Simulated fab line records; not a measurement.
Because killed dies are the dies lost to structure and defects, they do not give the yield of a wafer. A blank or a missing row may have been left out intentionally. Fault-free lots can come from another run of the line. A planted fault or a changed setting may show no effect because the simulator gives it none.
fab line records -- flow gf180mcu
record: lots: 6, wafers: 18, lastDay: 33
route steps=602 shown MVPSD@84 VT_IMPLANT@90
lots that met no fault: from a run of the same line without faults
startH: the number of hours between the record's first day and the start of the first shown wafer of the lot -- waitH: hours from the lot's prior step to this one -- " as in the row above -- L1.1+2: several wafers, shown together as one row -- - value missing, or start not given -- * or withheld: withheld -- < > ~ a bound
route shown NAME@n: NAME is a module with steps in the file, n the number in the route of the first one -- usual: mean and standard deviation over wafers with no fault -- same: alike in all rows -- chamber/n: place in a boat -- sites: each site's reading -- _std_site: how widely they spread, as a standard deviation -- _edge_site: outer sites' mean less inner sites' -- radiusMm: how far each site lies from the wafer's centre -- mask NAME#n: copy n -- behind: the tool/chamber that last shaped the wafer -- hold: reason for holding the lot/hours on hold/outcome of the hold -- device: the n, p or np transistor that did not switch -- end of line: the route-end tests of the same wafers -- a step with no rows: only its recipe -- killed: count of dies lost to structure and defects at first sort (not the wafer's yield) -- map: shows each die of a wafer: x if killed, . if not, _ if none is there
set.NAME: setting as actually run; set.NAME@STEP: the setting as run at that earlier step -- model.NAME: the simulator's own value behind a step, which no gauge read
a table for each step, a row for each wafer; lots at some steps of the route
services: from which hour (startH, from the record's first day; less than 0 if before it) a tool's chamber was out of use, for how many hours, and why
== steps ==
step: GF_MVPSD_DEVELOP_06
recipe: wallAngleDeg: 90, developTimeS: 60, devTempC: 23
step: GF_MVPSD_OVL_MEAS_07
usual: MVPSD_OVL: 1.2/1.3
lot.wafer,tool,chamber,startH,waitH,MVPSD_OVL[nm]
L319.2,overlay-01,-,111.13,-,0.1
L319.4,overlay-01,-,111.13,-,2.3
L319.6,overlay-01,-,111.13,-,1.8
L326.1,overlay-02,-,151.88,-,3.9
L326.4,overlay-02,-,151.88,-,-0.4
L326.6,overlay-02,-,151.88,-,-0.7
L327.2,overlay-01,-,152.12,-,1.1
L327.3,overlay-01,-,152.12,-,-0.8
L327.5,overlay-01,-,152.12,-,0.4
L333.1,overlay-02,-,188.47,-,0.8
L333.2,overlay-02,-,188.47,-,-0.4
L333.5,overlay-02,-,188.47,-,-1.0
L334.2,overlay-02,-,190.21,-,0.7
L334.3,overlay-02,-,190.21,-,0.1
L334.4,overlay-02,-,190.21,-,-0.3
L335.2,overlay-02,-,204.67,-,3.8
L335.3,overlay-02,-,204.67,-,2.1
L335.4,overlay-02,-,204.67,-,0.9
step: GF_MVPSD_IMPLANT_08
recipe: species: B, energyKev: 170, doseCm2: 1.5e+13, tiltDeg: 0
step: GF_MVPSD_IMPLANT_09
recipe: species: B, energyKev: 40, doseCm2: 5e+12, tiltDeg: 0
step: GF_MVPSD_STRIP_10
recipe: chemistry: O2/N2, powerW: 1400, pressureMtorr: 1500, platenTempC: 250, o2FlowSccm: 3000, n2FlowSccm: 300, overashFraction: 0.5
usual: drypumpMotorCurrentA: 5.9/0.48, heaterPowerW: 335/34, oesProductAu: 0.723/0.0046, stripTimeToEndpointS: 36.97/0.094
lot.wafer,tool,chamber,startH,waitH,drypumpMotorCurrentA,heaterPowerW,oesProductAu,rfHoursCounterH,stripTimeToEndpointS
L319.2,plasmaAsher-03,1,111.46,0.1,5.9,369,0.723,31,37.04
L319.4,plasmaAsher-03,0,111.46,0.1,6.7,358,0.730,-,37.03
L319.6,plasmaAsher-03,0,111.46,0.1,6.7,358,0.727,-,36.90
L326.1,plasmaAsher-01,1,152.21,0.1,5.6,375,0.721,54,36.87
L326.4,plasmaAsher-01,1,152.21,0.1,5.6,388,0.727,-,37.00
L326.6,plasmaAsher-01,1,152.21,0.1,5.6,371,0.720,-,37.07
L327.2,plasmaAsher-01,1,152.45,0.1,5.6,373,0.725,54,36.91
L327.3,plasmaAsher-01,0,152.45,0.1,6.0,281,0.727,-,36.88
L327.5,plasmaAsher-01,0,152.45,0.1,6.0,284,0.724,-,36.97
L333.1,plasmaAsher-03,0,188.80,0.1,6.8,354,0.724,39,36.96
L333.2,plasmaAsher-03,1,188.80,0.1,6.0,369,0.716,39,36.85
L333.5,plasmaAsher-03,1,188.80,0.1,6.0,372,0.721,-,36.89
L334.2,plasmaAsher-04,0,190.54,0.1,5.2,329,0.724,7,36.91
L334.3,plasmaAsher-04,1,190.54,0.1,5.6,305,0.714,-,36.93
L334.4,plasmaAsher-04,0,190.54,0.1,5.2,319,0.727,-,36.81
L335.2,plasmaAsher-04,0,205.00,0.1,5.2,328,0.725,9,36.93
L335.3,plasmaAsher-04,0,205.00,0.1,5.2,326,0.725,-,36.89
L335.4,plasmaAsher-04,1,205.00,0.1,5.6,309,0.725,-,36.92
step: GF_MVPSD_TW_MEAS_11
usual: MVPSD_TW: 552/3.2
lot.wafer,tool,chamber,startH,waitH,MVPSD_TW
L319.2,filmMetro-01,-,111.57,0.1,550
L319.4,filmMetro-01,-,111.57,0.1,555
L319.6,filmMetro-01,-,111.57,0.1,551
L326.1,filmMetro-03,-,152.31,0.1,555
L326.4,filmMetro-03,-,152.31,0.1,554
L326.6,filmMetro-03,-,152.31,0.1,555
L327.2,filmMetro-01,-,152.56,0.1,545
L327.3,filmMetro-01,-,152.56,0.1,543
L327.5,filmMetro-01,-,152.56,0.1,547
L333.1,filmMetro-03,-,188.90,0.1,550
L333.2,filmMetro-03,-,188.90,0.1,549
L333.5,filmMetro-03,-,188.90,0.1,553
L334.2,filmMetro-01,-,190.65,0.1,552
L334.3,filmMetro-01,-,190.65,0.1,546
L334.4,filmMetro-01,-,190.65,0.1,547
L335.2,filmMetro-02,-,205.11,0.1,557
L335.3,filmMetro-02,-,205.11,0.1,555
L335.4,filmMetro-02,-,205.11,0.1,558
step: GF_VT_IMPLANT_DEHYDRATE_00
recipe: tempC: 200, timeS: 60
step: GF_VT_IMPLANT_HMDS_01
recipe: primeTimeS: 60, primeTempC: 120
step: GF_VT_IMPLANT_COAT_02
recipe: resist: NOVOLAK, spinRpm: 3000, resistThkNm: 1000
step: GF_VT_IMPLANT_SOFTBAKE_03
recipe: tempC: 90, timeS: 60, resist: NOVOLAK
step: GF_VT_IMPLANT_EXPOSE_04
recipe: maskId: LVPWELL_LV_AREA, targetCdNm: 600, na: 0.6, sourceShape: conventional, sigmaOuter: 0.6, doseMj: 140
step: GF_VT_IMPLANT_PEB_05
recipe: tempC: withheld, timeS: *, resist: NOVOLAK
step: GF_VT_IMPLANT_DEVELOP_06
recipe: developTimeS: 60, devTempC: 23
usual: chillPlateTempC: 23.02/0.099, developTimeS: 60/0
lot.wafer,tool,chamber,startH,waitH,chillPlateTempC,developTimeS
L319.2,lithoTrack-02,0,125.25,0.1,23.10,60
L319.4,lithoTrack-02,0,125.25,0.1,23.14,60
L319.6,lithoTrack-02,0,125.25,0.1,23.16,60
L326.1,lithoTrack-02,-,167.53,0.1,-,-
L326.4,lithoTrack-02,-,167.53,0.1,-,-
L326.6,lithoTrack-02,-,167.53,0.1,-,-
L327.2,lithoTrack-01,-,168.43,0.1,-,-
L327.3,lithoTrack-01,-,168.43,0.1,-,-
L327.5,lithoTrack-01,-,168.43,0.1,-,-
L333.1,lithoTrack-03,0,205.79,0.1,23.07,60
L333.2,lithoTrack-03,0,205.79,0.1,23.03,60
L333.5,lithoTrack-03,0,205.79,0.1,22.84,60
L334.2,lithoTrack-02,0,207.60,0.1,23.10,60
L334.3,lithoTrack-02,0,207.60,0.1,22.94,60
L334.4,lithoTrack-02,0,207.60,0.1,23.00,60
L335.2,lithoTrack-02,0,222.65,0.1,22.99,60
L335.3,lithoTrack-02,0,222.65,0.1,22.96,60
L335.4,lithoTrack-02,0,222.65,0.1,22.90,60
step: GF_VT_IMPLANT_OVL_MEAS_07
usual: VT_IMPLANT_OVL: -1.0/1.4
lot.wafer,tool,chamber,startH,waitH,VT_IMPLANT_OVL[nm]
L319.2,overlay-01,-,125.38,0.1,-1.1
L319.4,overlay-01,-,125.38,0.1,-1.1
L319.6,overlay-01,-,125.38,0.1,-0.7
L326.1,overlay-01,-,167.68,0.1,-
L326.4,overlay-01,-,167.68,0.1,-
L326.6,overlay-01,-,167.68,0.1,-
L327.2,overlay-02,-,168.56,0.1,-
L327.3,overlay-02,-,168.56,0.1,-
L327.5,overlay-02,-,168.56,0.1,-
L333.1,overlay-02,-,205.94,0.1,-0.8
L333.2,overlay-02,-,205.94,0.1,-0.5
L333.5,overlay-02,-,205.94,0.1,-1.6
L334.2,overlay-02,-,207.73,0.1,-3.4
L334.3,overlay-02,-,207.73,0.1,-4.1
L334.4,overlay-02,-,207.73,0.1,-3.2
L335.2,overlay-02,-,222.78,0.1,-3.2
L335.3,overlay-02,-,222.78,0.1,-2.0
L335.4,overlay-02,-,222.78,0.1,-2.6
== services ==
tool,chamber,startH,hours,kind
plasmaAsher-04,-,108.75,9.0,pm
plasmaAsher-04,0,108.75,9.0,ventCycle
plasmaAsher-04,1,108.75,9.0,ventCycle
plasmaAsher-04,0,117.75,-,clean
plasmaAsher-04,1,117.75,-,clean
plasmaAsher-04,-,131.59,2.0,repair
plasmaAsher-01,-,169.55,4.5,repair
plasmaAsher-03,-,213.06,3.3,repair
== key ==
firstSign: step: GF_VT_IMPLANT_DEVELOP_06, reading: toolRecord, direction: missing
effect none on later readings
metAt GF_VT_IMPLANT_DEVELOP_06
struckWafers L326.1,L326.4,L326.6,L327.2,L327.3,L327.5
laterRowsLeftOut L326.1,L326.4,L326.6,L327.2,L327.3,L327.5
sortLeftOut L326.1,L326.4,L326.6,L327.2,L327.3,L327.5
testerLeftOut L326,L327
onsetBetween 125.25 167.53
fault: kind: skippedStepWhole, tool: lithoTrack-01,lithoTrack-02, chamber: -, onsetH: 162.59, steps: GF_VT_IMPLANT_DEVELOP_06, scope: struckLotsOnly
testerLeftOut: of these lots the tester's yield and bins aren't shown, on N5 and GAA mostly nor the transistor test; their killed dies are dies lost to structure and defects alone, not to doping, threshold or leakage, so they don't give the yield
sortLeftOut: the simulated sort isn't trusted on such a fault, so these wafers' sort isn't shown, and their yield isn't known
laterRowsLeftOut: the simulator's readings of these wafers behind a module that went badly wrong aren't trusted and aren't shown, but for the sort
